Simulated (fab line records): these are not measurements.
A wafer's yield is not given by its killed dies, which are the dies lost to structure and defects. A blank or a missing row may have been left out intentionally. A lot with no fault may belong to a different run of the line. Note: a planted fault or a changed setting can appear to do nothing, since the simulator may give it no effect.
fab line records + flow sky130
record
- lots=15
- wafers=45
- last-day=51
route steps=708 shown METAL2@501 METAL3@533 CAPM@537
lots with no fault: from the same line, run without faults
start-h: start of the lot's first displayed wafer, in hours after the record's first day + wait-h: how many hours have passed since the lot's step before this one + " repeats the value in the row above + L1.1+2: a single row standing in for several wafers + - no value, or no start was given + * or withheld: withheld + < > ~ a bound
route shown NAME@n: names a module that has steps shown in the file, with the first one's number in the route + usual: the fault-free wafers' mean and standard deviation + same: alike in all rows + chamber/n: place in a boat + sites: the reading at each site + _std_site: the standard deviation of these + _edge_site: the outer-site mean with the inner-site mean subtracted + radius-mm: how far each site lies from the wafer's centre + mask NAME#n: copy n + behind: tool/chamber where the wafer was last shaped + hold: reason for holding the lot/hours on hold/outcome of the hold + device: names the non-switching transistor (n, p or np) + end of line: the tests these same wafers got at the end of their route + a step with no rows: only its recipe + killed: dies that structure and defects cost at the first sort, which is not the same as the wafer's yield + map: per-die view of a wafer (x killed, . not killed, _ where there is no die)
set.NAME: the setting as run; set.NAME@STEP: as run at that earlier step + model.NAME: the simulator's own value behind a step, which no gauge read
route steps across a sampled set of lots; one table per step, one row per wafer
services: from which hour (start-h, from the record's first day; less than 0 if before it) a tool's chamber was out of use, for how many hours, and why
## steps
# step SKY_METAL2_ETCH_18
# recipe
- chemistry=N2/H2
- target=BARC
- ion-energy-ev=200
- bias-w=100
- pressure-mtorr=30
- n2-flow-sccm=100
- h2-flow-sccm=200
- icp-w=500
- stop-on=SiO2
- time-s=45.9
- target-depth-a=600
# usual
- drypump-motor-current-A=5.5/0.48
- oes-product-au=0.855/0.0044
- throttle-valve-pct=13.225/0.0086
# same
- time-s=45.9
| lot.wafer | tool         | chamber | start-h | wait-h | drypump-motor-current-A | oes-product-au | rf-hours-counter-h | throttle-valve-pct |
|-----------|--------------|---------|---------|--------|-------------------------|----------------|--------------------|--------------------|
| L130.2    | rie-metal-03 | 0       | 810.45  | 0.1    | 5.0                     | 0.859          | -                  | 13.236             |
| L130.3    | "            | 0       | "       | "      | 5.0                     | 0.849          | -                  | 13.209             |
| L130.5    | "            | 0       | "       | "      | 5.0                     | 0.854          | -                  | 13.210             |
| L131.1    | rie-metal-04 | 1       | 828.49  | 0.1    | 6.2                     | 0.860          | 15                 | 13.226             |
| L131.3    | "            | 1       | "       | "      | 6.3                     | 0.866          | -                  | 13.200             |
| L131.6    | "            | 1       | "       | "      | 6.3                     | 0.854          | -                  | 13.223             |
| L132.4    | rie-metal-03 | 0       | 832.22  | 0.0    | 5.0                     | 0.851          | -                  | 13.226             |
| L132.5    | "            | 0       | "       | "      | 5.0                     | 0.855          | -                  | 13.219             |
| L132.6    | "            | 1       | "       | "      | 5.5                     | 0.858          | -                  | 13.233             |
| L134.1    | rie-metal-02 | 1       | 847.54  | 0.0    | 5.1                     | 0.861          | 4                  | 13.236             |
| L134.3    | "            | 0       | "       | "      | 5.3                     | 0.857          | -                  | 13.220             |
| L134.5    | "            | 0       | "       | "      | 5.3                     | 0.862          | -                  | 13.230             |
| L135.1    | rie-metal-04 | 0       | 859.34  | 0.0    | 6.1                     | 0.851          | 6                  | 13.244             |
| L135.2    | "            | 1       | "       | "      | 6.3                     | 0.856          | 16                 | 13.230             |
| L135.3    | "            | 0       | "       | "      | 6.1                     | 0.854          | -                  | 13.226             |
| L136.3    | rie-metal-04 | 0       | 879.97  | 0.1    | 6.1                     | 0.859          | -                  | 13.214             |
| L136.5    | "            | 0       | "       | "      | 6.1                     | 0.847          | -                  | 13.234             |
| L136.6    | "            | 0       | "       | "      | 6.1                     | 0.854          | -                  | 13.220             |
| L140.2    | rie-metal-02 | 1       | 899.99  | 0.0    | 5.1                     | 0.852          | 6                  | 13.235             |
| L140.5    | "            | 0       | "       | "      | 5.3                     | 0.856          | -                  | 13.234             |
| L140.6    | "            | 1       | "       | "      | 5.1                     | 0.853          | -                  | 13.216             |
| L141.1    | rie-metal-04 | 1       | 903.29  | 0.0    | 6.3                     | 0.853          | 0                  | 13.223             |
| L141.4    | "            | 1       | "       | "      | 6.3                     | 0.858          | -                  | 13.219             |
| L141.6    | "            | 1       | "       | "      | 6.3                     | 0.862          | -                  | 13.225             |
| L142.2    | rie-metal-02 | 1       | 911.32  | 0.1    | 5.2                     | 0.851          | -                  | 13.231             |
| L142.4    | "            | 1       | "       | "      | 5.1                     | 0.863          | -                  | 13.223             |
| L142.5    | "            | 1       | "       | "      | 5.1                     | 0.853          | -                  | 13.240             |
| L146.1    | rie-metal-02 | 0       | 941.29  | 0.0    | 5.3                     | 0.851          | 10                 | 13.232             |
| L146.2    | "            | 1       | "       | "      | 5.1                     | 0.850          | 8                  | 13.213             |
| L146.3    | "            | 1       | "       | "      | 5.1                     | 0.854          | -                  | 13.226             |
| L147.1    | rie-metal-03 | 1       | 945.49  | 0.0    | 5.5                     | 0.853          | 5                  | 13.214             |
| L147.3    | "            | 0       | "       | "      | 5.0                     | 0.854          | -                  | 13.217             |
| L147.6    | "            | 0       | "       | "      | 5.0                     | 0.852          | -                  | 13.217             |
| L149.1    | rie-metal-03 | 1       | 954.74  | 0.0    | 5.5                     | 0.849          | 5                  | 13.212             |
| L149.2    | "            | 0       | "       | "      | 5.0                     | 0.852          | 10                 | 13.238             |
| L149.4    | "            | 0       | "       | "      | 5.0                     | 0.849          | -                  | 13.222             |
| L150.1    | rie-metal-02 | 0       | 959.61  | 0.0    | 5.3                     | 0.854          | 11                 | 13.217             |
| L150.3    | "            | 0       | "       | "      | 5.3                     | 0.858          | -                  | 13.219             |
| L150.5    | "            | 0       | "       | "      | 5.3                     | 0.852          | -                  | 13.210             |
| L151.1    | rie-metal-04 | 1       | 965.61  | 0.0    | 6.3                     | 0.856          | 4                  | 13.227             |
| L151.2    | "            | 0       | "       | "      | 6.1                     | 0.857          | 11                 | 13.233             |
| L151.6    | "            | 0       | "       | "      | 6.1                     | 0.853          | -                  | 13.228             |
| L153.2    | rie-metal-02 | 1       | 1013.45 | 0.0    | 5.1                     | 0.841          | 12                 | 13.221             |
| L153.3    | "            | 1       | "       | "      | 5.1                     | 0.850          | -                  | 13.231             |
| L153.5    | "            | 0       | "       | "      | 5.3                     | 0.856          | -                  | 13.209             |
# step SKY_METAL3_SPUTTER_01
# recipe
- material=TiN
- target-thk-nm=20
- power-w=6500
- time-s=16.7
- chamber-pressure-pa=0.4
# usual
- cathode-dc-power-W=6500.1/1.3
- chamber-pressure-pa=0.4000/0.00085
- throttle-valve-pct=30.1/1.1
- time-s=16.7/0
| lot.wafer | tool           | chamber | start-h | wait-h | cathode-dc-power-W | chamber-pressure-pa | throttle-valve-pct | time-s |
|-----------|----------------|---------|---------|--------|--------------------|---------------------|--------------------|--------|
| L130.2    | pvd-sputter-01 | -       | 839.93  | 0.0    | 6498.4             | 0.4006              | 31.2               | 16.7   |
| L130.3    | "              | -       | "       | "      | 6497.9             | 0.4008              | 30.8               | 16.7   |
| L130.5    | "              | -       | "       | "      | 6497.6             | 0.3988              | 30.0               | 16.7   |
| L131.1    | pvd-sputter-04 | -       | 856.85  | 0.0    | 6500.8             | 0.4012              | 30.8               | 16.7   |
| L131.3    | "              | -       | "       | "      | 6497.4             | 0.4008              | 28.9               | 16.7   |
| L131.6    | "              | -       | "       | "      | 6501.9             | 0.4002              | 29.3               | 16.7   |
| L132.4    | pvd-sputter-01 | -       | 860.76  | 0.0    | 6500.6             | 0.3995              | 30.7               | 16.7   |
| L132.5    | "              | -       | "       | "      | 6498.8             | 0.3988              | 29.7               | 16.7   |
| L132.6    | "              | -       | "       | "      | 6501.8             | 0.4009              | 31.1               | 16.7   |
| L134.1    | pvd-sputter-03 | -       | 875.51  | 0.0    | 6499.1             | 0.4003              | 29.4               | 16.7   |
| L134.3    | "              | -       | "       | "      | 6501.3             | 0.4009              | 28.9               | 16.7   |
| L134.5    | "              | -       | "       | "      | 6500.0             | 0.4008              | 29.1               | 16.7   |
| L135.1    | pvd-sputter-03 | -       | 887.81  | 0.0    | 6502.2             | 0.3998              | 29.1               | 16.7   |
| L135.2    | "              | -       | "       | "      | 6498.8             | 0.4004              | 29.5               | 16.7   |
| L135.3    | "              | -       | "       | "      | 6501.7             | 0.3976              | 28.5               | 16.7   |
| L136.3    | pvd-sputter-04 | -       | 907.83  | 0.0    | 6500.9             | 0.4003              | 32.3               | 16.7   |
| L136.5    | "              | -       | "       | "      | 6500.3             | 0.4000              | 29.3               | 16.7   |
| L136.6    | "              | -       | "       | "      | 6499.3             | 0.4006              | 32.7               | 16.7   |
| L140.2    | pvd-sputter-01 | -       | 927.52  | 0.0    | 6497.8             | 0.4002              | 30.3               | 16.7   |
| L140.5    | "              | -       | "       | "      | 6498.2             | 0.3987              | 30.2               | 16.7   |
| L140.6    | "              | -       | "       | "      | 6499.5             | 0.4002              | 30.8               | 16.7   |
| L141.1    | pvd-sputter-03 | -       | 931.19  | 0.0    | 6500.1             | 0.4010              | 29.2               | 16.7   |
| L141.4    | "              | -       | "       | "      | 6500.4             | 0.4005              | 29.4               | 16.7   |
| L141.6    | "              | -       | "       | "      | 6500.2             | 0.3998              | 28.9               | 16.7   |
| L142.2    | pvd-sputter-01 | -       | 939.07  | 0.0    | 6498.7             | 0.4004              | 30.7               | 16.7   |
| L142.4    | "              | -       | "       | "      | 6500.4             | 0.4015              | 29.8               | 16.7   |
| L142.5    | "              | -       | "       | "      | 6501.2             | 0.3984              | 31.1               | 16.7   |
| L146.1    | pvd-sputter-01 | -       | 969.40  | 0.0    | 6501.2             | 0.4008              | 30.9               | 16.7   |
| L146.2    | "              | -       | "       | "      | 6501.0             | 0.4017              | 30.0               | 16.7   |
| L146.3    | "              | -       | "       | "      | 6497.0             | 0.3999              | 31.0               | 16.7   |
| L147.1    | pvd-sputter-03 | -       | 973.56  | 0.0    | 6500.1             | 0.4001              | 28.5               | 16.7   |
| L147.3    | "              | -       | "       | "      | 6499.0             | 0.4015              | 29.6               | 16.7   |
| L147.6    | "              | -       | "       | "      | 6499.1             | 0.4007              | 29.6               | 16.7   |
| L149.1    | pvd-sputter-01 | -       | 990.63  | 0.0    | -                  | -                   | -                  | -      |
| L149.2    | "              | -       | "       | "      | -                  | -                   | -                  | -      |
| L149.4    | "              | -       | "       | "      | -                  | -                   | -                  | -      |
| L150.1    | pvd-sputter-01 | -       | 993.10  | 0.0    | -                  | -                   | -                  | -      |
| L150.3    | "              | -       | "       | "      | -                  | -                   | -                  | -      |
| L150.5    | "              | -       | "       | "      | -                  | -                   | -                  | -      |
| L151.1    | pvd-sputter-01 | -       | 996.82  | 0.0    | -                  | -                   | -                  | -      |
| L151.2    | "              | -       | "       | "      | -                  | -                   | -                  | -      |
| L151.6    | "              | -       | "       | "      | -                  | -                   | -                  | -      |
| L153.2    | pvd-sputter-03 | -       | 1039.30 | 0.0    | 6501.7             | 0.3996              | 28.8               | 16.7   |
| L153.3    | "              | -       | "       | "      | 6501.4             | 0.4001              | 29.6               | 16.7   |
| L153.5    | "              | -       | "       | "      | 6500.3             | 0.3987              | 29.0               | 16.7   |
# step SKY_CAPM_CVD_00
# recipe
- material=SiO2
- target-thk-nm=15.5
- temp-c=400
- time-s=withheld
- rf-w=450
# usual
- heater-power-outer-w=393/61
- heater-power-w=660/90
| lot.wafer | tool     | chamber | start-h | wait-h | heater-power-outer-w | heater-power-w |
|-----------|----------|---------|---------|--------|----------------------|----------------|
| L130.2    | pecvd-03 | 0       | 840.06  | 0.0    | 446                  | 714            |
| L130.3    | "        | 1       | "       | "      | 436                  | 734            |
| L130.5    | "        | 2       | "       | "      | 406                  | 680            |
| L131.1    | pecvd-04 | 0       | 856.98  | 0.0    | 401                  | 694            |
| L131.3    | "        | 2       | "       | "      | 341                  | 603            |
| L131.6    | "        | 1       | "       | "      | 408                  | 702            |
| L132.4    | pecvd-04 | 2       | 860.90  | 0.0    | 326                  | 574            |
| L132.5    | "        | 2       | "       | "      | 338                  | 583            |
| L132.6    | "        | 1       | "       | "      | 359                  | 633            |
| L134.1    | pecvd-04 | 1       | 875.65  | 0.0    | 423                  | 739            |
| L134.3    | "        | 2       | "       | "      | 355                  | 597            |
| L134.5    | "        | 0       | "       | "      | 418                  | 710            |
| L135.1    | pecvd-01 | 1       | 887.94  | 0.0    | 465                  | 742            |
| L135.2    | "        | 0       | "       | "      | 352                  | 570            |
| L135.3    | "        | 2       | "       | "      | 397                  | 625            |
| L136.3    | pecvd-01 | 2       | 907.96  | 0.0    | 400                  | 621            |
| L136.5    | "        | 2       | "       | "      | 396                  | 623            |
| L136.6    | "        | 0       | "       | "      | 265                  | 470            |
| L140.2    | pecvd-03 | 0       | 927.65  | 0.0    | 374                  | 607            |
| L140.5    | "        | 1       | "       | "      | 425                  | 722            |
| L140.6    | "        | 0       | "       | "      | 365                  | 621            |
| L141.1    | pecvd-01 | 2       | 931.32  | 0.0    | 399                  | 626            |
| L141.4    | "        | 2       | "       | "      | 383                  | 612            |
| L141.6    | "        | 0       | "       | "      | 346                  | 561            |
| L142.2    | pecvd-03 | 2       | 939.20  | 0.0    | 343                  | 604            |
| L142.4    | "        | 2       | "       | "      | 339                  | 610            |
| L142.5    | "        | 1       | "       | "      | 460                  | 785            |
| L146.1    | pecvd-03 | 2       | 969.54  | 0.0    | 424                  | 711            |
| L146.2    | "        | 0       | "       | "      | 389                  | 636            |
| L146.3    | "        | 1       | "       | "      | 424                  | 710            |
| L147.1    | pecvd-01 | 0       | 973.69  | 0.0    | 283                  | 491            |
| L147.3    | "        | 1       | "       | "      | 406                  | 687            |
| L147.6    | "        | 0       | "       | "      | 289                  | 492            |
| L149.1    | pecvd-03 | 0       | 990.76  | 0.0    | 401                  | 664            |
| L149.2    | "        | 1       | "       | "      | 521                  | 811            |
| L149.4    | "        | 2       | "       | "      | 410                  | 680            |
| L150.1    | pecvd-04 | 1       | 993.24  | 0.0    | 361                  | 637            |
| L150.3    | "        | 1       | "       | "      | 354                  | 639            |
| L150.5    | "        | 1       | "       | "      | 349                  | 643            |
| L151.1    | pecvd-03 | 0       | 996.95  | 0.0    | 409                  | 671            |
| L151.2    | "        | 2       | "       | "      | 407                  | 698            |
| L151.6    | "        | 1       | "       | "      | 513                  | 843            |
| L153.2    | pecvd-03 | 1       | 1039.44 | 0.0    | 530                  | 844            |
| L153.3    | "        | 2       | "       | "      | 338                  | 627            |
| L153.5    | "        | 2       | "       | "      | 338                  | 602            |
## services
| tool           | chamber | start-h | hours | kind   |
|----------------|---------|---------|-------|--------|
| pecvd-01       | -       | 813.11  | 5.5   | pm     |
| rie-metal-03   | 0       | 817.27  | 5.3   | repair |
| rie-metal-04   | 0       | 822.93  | 5.7   | repair |
| rie-metal-04   | -       | 825.52  | 2.4   | repair |
| pvd-sputter-01 | -       | 830.32  | 6.7   | repair |
| pvd-sputter-01 | -       | 848.58  | 1.0   | repair |
| pvd-sputter-03 | -       | 849.68  | 2.0   | repair |
| pvd-sputter-01 | -       | 853.10  | 0.7   | repair |
| rie-metal-04   | -       | 869.15  | 0.3   | repair |
| pvd-sputter-01 | -       | 882.44  | 2.7   | repair |
| rie-metal-02   | 0       | 905.12  | 13.0  | repair |
| pecvd-03       | -       | 907.82  | 15.6  | pm     |
| rie-metal-03   | 1       | 909.85  | 18.4  | repair |
| rie-metal-02   | 1       | 915.07  | 13.8  | repair |
| pecvd-04       | -       | 921.69  | 2.8   | pm     |
| pecvd-03       | -       | 923.74  | 1.7   | repair |
| pecvd-03       | -       | 931.86  | 1.2   | repair |
| pecvd-04       | -       | 934.83  | 0.5   | repair |
| rie-metal-02   | 0       | 944.98  | 5.0   | repair |
| rie-metal-04   | 0       | 954.30  | 8.3   | repair |
| pvd-sputter-01 | -       | 973.24  | 4.6   | repair |
| pvd-sputter-03 | -       | 977.63  | 3.7   | repair |
| pecvd-03       | -       | 994.81  | 0.3   | repair |
| pecvd-03       | -       | 1033.40 | 1.8   | repair |
## key
first-sign
- step=SKY_METAL3_SPUTTER_01
- reading=tool-record
- direction=missing
effect none on later readings
met-at SKY_METAL3_SPUTTER_01
struck-lots L149,L150,L151
later-rows-left-out L149.1,L149.2,L149.4,L150.1,L150.3,L150.5,L151.1,L151.2,L151.6
sort-left-out L149.1,L149.2,L149.4,L150.1,L150.3,L150.5,L151.1,L151.2,L151.6
not-acting-at SKY_METAL2_ETCH_18,SKY_CAPM_CVD_00
onset-between 969.40 990.63
fault
- kind=skipped-step-whole
- tool=pvd-sputter-01
- chamber=-
- onset-h=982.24
- steps=SKY_METAL3_SPUTTER_01
- scope=struck-lots-only
# sort-left-out: the simulated sort isn't trusted on such a fault, so these wafers' sort isn't shown, and their yield isn't known
# later-rows-left-out: the simulator's readings of these wafers behind a module that went badly wrong aren't trusted and aren't shown, but for the sort
